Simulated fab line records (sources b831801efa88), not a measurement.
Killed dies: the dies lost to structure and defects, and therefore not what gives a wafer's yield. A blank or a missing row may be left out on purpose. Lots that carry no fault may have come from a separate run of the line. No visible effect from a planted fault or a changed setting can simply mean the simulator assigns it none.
Struck lot and sound lot, side by side :: flow sky130 :: 14 out of 708 route steps
Sound: these wafers, L678.1, L678.2, L678.6. Wafers struck: L683.1, L683.3, L683.6. The cause comes at the end.
Order at every step that has rows: each side's tool, ch and its chambers, its first start. Under that, the readings that differ: sound wafers :: struck wafers :: difference of the means :: sigmas: that difference in standard deviations of wafers without a fault.
alike: same words and numbers on both sides, and readings whose means sit less than 2 such deviations apart. not compared: any withheld reading, any reading some wafer has no value for, any bound like >300 that may hide the same value, and any number with overlapping values for which the record gives no deviation.
Wherever a step has rows on one side only, a row that says differs or no value, or a row with sigmas, the two part there. Numbers that have no deviation but don't overlap get no sigmas and don't part them. A reading that every wafer of one side lacks parts them only if that side has two wafers or more.

first, 2 steps without rows for these wafers: SKY_NWELL_PEB_08; SKY_NWELL_DEVELOP_09 (develop time 60 s).
SKY_NWELL_OVL_MEAS_10:
  sound on overlay-01, day 6 18:41; struck on overlay-02, day 7 20:33
  alike: NWELL_00_OVL
then, 3 steps without rows for these wafers: SKY_NWELL_IMPLANT_11; SKY_NWELL_IMPLANT_12; SKY_NWELL_IMPLANT_13.
SKY_NWELL_STRIP_14: strips in O2/N2.
  sound on plasma-asher-03 ch 0,1, day 6 19:11; struck on plasma-asher-01 ch 1, day 7 21:02
reading: drypump-motor-current-A (A)
sound: 5.4 5.5 5.5
struck: 6.3 6.3 6.3
difference: +0.8
sigmas: +3
  alike: oes-product-au, strip-time-to-endpoint-s
  not compared: rf-hours-counter-h
SKY_NWELL_TW_MEAS_15:
  sound on film-metro-01, day 6 19:17; struck on film-metro-03, day 7 21:08
  alike: NWELL_TW
then, 4 steps without rows for these wafers: SKY_NWELL_DEHYDRATE_16 (time 60 s); SKY_NWELL_HMDS_17 (prime time 60 s); SKY_NWELL_COAT_18 (resist thk 3000 nm); SKY_NWELL_SOFTBAKE_19.
SKY_NWELL_EXPOSE_20: exposes mask NWM COMPLEMENT, target cd 840 nm.
  sound on iline-stepper-01 ch 0, day 7 04:56; struck on iline-stepper-01, day 8 07:08
  no value came back on the struck wafers for exposure-dose-mJ-cm2, focus-offset-nm (nm); on the sound wafers exposure-dose-mJ-cm2 reads 260.37 260.44 260.43
reading: model.NWELL.overlay-x-nm (nm)
sound: 0.4962 0.4962 0.4962
struck: 1.448 1.448 1.448
difference: +0.952
sigmas: 

reading: model.NWELL.overlay-y-nm (nm)
sound: -0.5574 -0.5574 -0.5574
struck: 1.81 1.81 1.81
difference: +2.37
sigmas: 
  alike: mask
following that, these wafers have no rows for 1 step: SKY_NWELL_PEB_21.

## WHERE THEY PART
Last at SKY_NWELL_EXPOSE_20 as far as this record goes, first at SKY_NWELL_STRIP_14.

WHY: what the simulator had put in
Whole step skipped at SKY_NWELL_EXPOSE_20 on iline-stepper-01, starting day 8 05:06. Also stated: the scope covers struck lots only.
